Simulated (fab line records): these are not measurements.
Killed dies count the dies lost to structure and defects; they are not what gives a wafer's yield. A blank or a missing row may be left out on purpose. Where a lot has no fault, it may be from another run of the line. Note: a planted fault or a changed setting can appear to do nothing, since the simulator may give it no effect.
Which of the tools did it?	flow sky130	Sampling: 12 lots, 36 wafers, 4 of 708 route steps

## WHAT EACH GAUGE READ, for each wafer
SKY_GATE_OXIDE_THK_MEAS_02. Usual: for GATE_OXIDE_OXIDATION_00_THK the level is 10.38 nm and the standard deviation is 0.2.
lot	measured	on	GATE_OXIDE_OXIDATION_00_THK (nm)	flag
L424	day 13 13:02	film-metro-01	10.10 10.19 10.34	
L430	day 15 12:01	film-metro-01	9.00 8.91 9.22	OFF
L431	day 15 20:56	film-metro-03	9.08 9.07 9.07	OFF
L432	day 16 01:41	film-metro-03	10.21 10.33 10.34	
L433	day 16 09:37	film-metro-03	8.41 8.70 8.71	OFF
L434	day 16 16:44	film-metro-03	10.40 10.52 10.49	
L436	day 17 18:08	film-metro-04	10.09 10.09 10.05	
L437	day 17 22:19	film-metro-04	10.49 10.59 10.61	
L441	day 19 05:06	film-metro-04	10.42 10.38 10.50	
L443	day 19 20:34	film-metro-04	10.42 10.56 10.43	
L444	day 20 09:19	film-metro-01	10.05 10.20 10.09	
L445	day 20 21:17	film-metro-04	10.17 10.24 10.11	

SKY_CONTACT_THK_MEAS_01. Usual: for CONTACT_CVD_00_THK the level is 75.0 nm and the standard deviation is 1.2.
lot	measured	on	CONTACT_CVD_00_THK (nm)	flag
L424	day 31 04:55	film-metro-02	74.8 74.8 75.7	
L430	day 33 04:55	film-metro-04	73.3 76.6 74.6	
L431	day 33 11:29	film-metro-01	74.7 75.1 75.7	
L432	day 33 18:13	film-metro-04	76.9 75.4 76.2	
L433	day 33 23:57	film-metro-02	75.2 75.3 76.7	
L434	day 34 05:19	film-metro-01	71.5 72.7 74.9	
L436	day 36 01:24	film-metro-01	73.6 74.2 75.5	
L437	day 36 00:47	film-metro-01	74.1 76.1 75.9	
L441	day 36 10:37	film-metro-04	74.3 76.3 76.0	
L443	day 37 06:29	film-metro-01	73.9 75.4 75.7	
L444	day 37 13:01	film-metro-04	76.4 75.5 74.7	
L445	day 37 22:25	film-metro-01	75.0 74.4 75.0	

SKY_CONTACT_CD_MEAS_14: the cd target is 170 nm. Usual: cd-nm at 169.5 nm, with a standard deviation of 1.6.
lot	measured	on	cd-nm (nm)	flag
L424	day 32 08:40	cd-sem-01	166.7 165.9 166.3	
L430	day 34 08:39	cd-sem-01	168.8 168.6 169.7	
L431	day 34 14:23	cd-sem-01	169.6 170.1 168.7	
L432	day 34 20:46	cd-sem-02	168.3 168.3 166.2	
L433	day 35 02:50	cd-sem-01	170.8 171.2 170.6	
L434	day 35 08:28	cd-sem-02	171.2 171.0 172.5	
L436	day 37 04:37	cd-sem-01	170.2 170.3 169.7	
L437	day 37 02:47	cd-sem-02	169.5 169.1 169.2	
L441	day 37 12:58	cd-sem-01	170.3 170.4 171.2	
L443	day 38 09:02	cd-sem-01	168.8 171.1 169.4	
L444	day 38 15:32	cd-sem-02	171.1 171.7 171.7	
L445	day 39 00:24	cd-sem-02	168.7 168.8 167.7	

## WHAT TOOL EACH LOT RAN ON (gives the tool, then ch and the chambers of the sampled wafers, and finally the start)
lot	SKY_GATE_OXIDE_OXIDATION_01
L424	furnace-02 ch 0, day 13 11:38
L430	furnace-02 ch 0, day 15 10:35
L431	furnace-02 ch 0, day 15 19:31
L432	furnace-01 ch 0, day 16 00:15
L433	furnace-02 ch 0, day 16 08:11
L434	furnace-01 ch 0, day 16 15:19
L436	furnace-01 ch 0, day 17 16:44
L437	furnace-01 ch 0, day 17 20:53
L441	furnace-01 ch 0, day 19 03:41
L443	furnace-01 ch 0, day 19 19:09
L444	furnace-02 ch 0, day 20 07:53
L445	furnace-02 ch 0, day 20 19:53
- SKY_GATE_OXIDE_OXIDATION_01: stabilise 600 s, purge 300 s, target thk 10.268 nm.

## WHAT THE TOOLS THEMSELVES READ (means of the sampled wafers that have a number; where no wafer has one, the mark that the record gives instead)
SKY_GATE_OXIDE_OXIDATION_01. Usual: spike-tc-bottom-C 916.9 C, standard deviation 1.2; spike-tc-centre-C 901.2 C, standard deviation 1.3; spike-tc-lower-C 900.3 C, standard deviation 1.1; spike-tc-top-C 913.1 C, standard deviation 2.5; spike-tc-upper-C 900.4 C, standard deviation 0.99; zone-power-lower-pct 17.15 %, standard deviation 0.16.
lot	tool	spike-tc-bottom-C (C)	spike-tc-centre-C (C)	spike-tc-lower-C (C)	spike-tc-top-C (C)	spike-tc-upper-C (C)	zone-power-lower-pct (%)	flag
L424	furnace-02	917.9	900.8	898.9	911.0	900.4	17.37	
L430	furnace-02	904.6	887.4	886.7	896.9	888.3	16.81	OFF
L431	furnace-02	904.8	886.3	886.1	897.7	888.0	16.57	OFF
L432	furnace-01	916.6	902.6	900.4	914.3	900.2	17.15	
L433	furnace-02	905.1	886.9	886.6	897.6	885.9	16.64	OFF
L434	furnace-01	916.2	901.2	902.0	914.8	900.9	16.90	
L436	furnace-01	915.9	901.9	900.4	915.6	900.5	17.14	
L437	furnace-01	916.5	902.3	900.6	914.9	899.8	17.00	
L441	furnace-01	916.1	901.6	901.3	914.6	902.1	17.17	
L443	furnace-01	916.9	901.4	900.8	915.6	900.7	17.03	
L444	furnace-02	917.9	899.7	901.0	911.0	899.8	17.18	
L445	furnace-02	918.0	899.7	900.6	911.4	899.6	17.04	

## THE ANSWER, worked out from the rows above alone
Rule: take the mean of a lot's wafers that have a number; if it is more than 3 standard deviations from the usual mean, the lot is off. Also off: a lot with no number at a reading for which 4 or more lots have one. The other lots that the step has rows for count as sound. After the gauges, taken in route order, come the tools' own readings; for these a lot's mean is taken, as printed above. The first step at which some lot is off is used, and at that step the reading that is off furthest; a lot without a number counts as furthest.
Off: L430, L431, L433, at SKY_GATE_OXIDE_THK_MEAS_02 (GATE_OXIDE_OXIDATION_00_THK).
A tool fits if, at a process step before that reading, it ran every lot that is off, and no sound lot after the first of them. The gauges at SKY_GATE_OXIDE_THK_MEAS_02 aren't tried: what is off there is off at SKY_GATE_OXIDE_OXIDATION_01 too, on other tools, and a gauge's error can't cause that. Of those tried, none fits.

## WHAT HAD BEEN PUT IN BY THE SIMULATOR
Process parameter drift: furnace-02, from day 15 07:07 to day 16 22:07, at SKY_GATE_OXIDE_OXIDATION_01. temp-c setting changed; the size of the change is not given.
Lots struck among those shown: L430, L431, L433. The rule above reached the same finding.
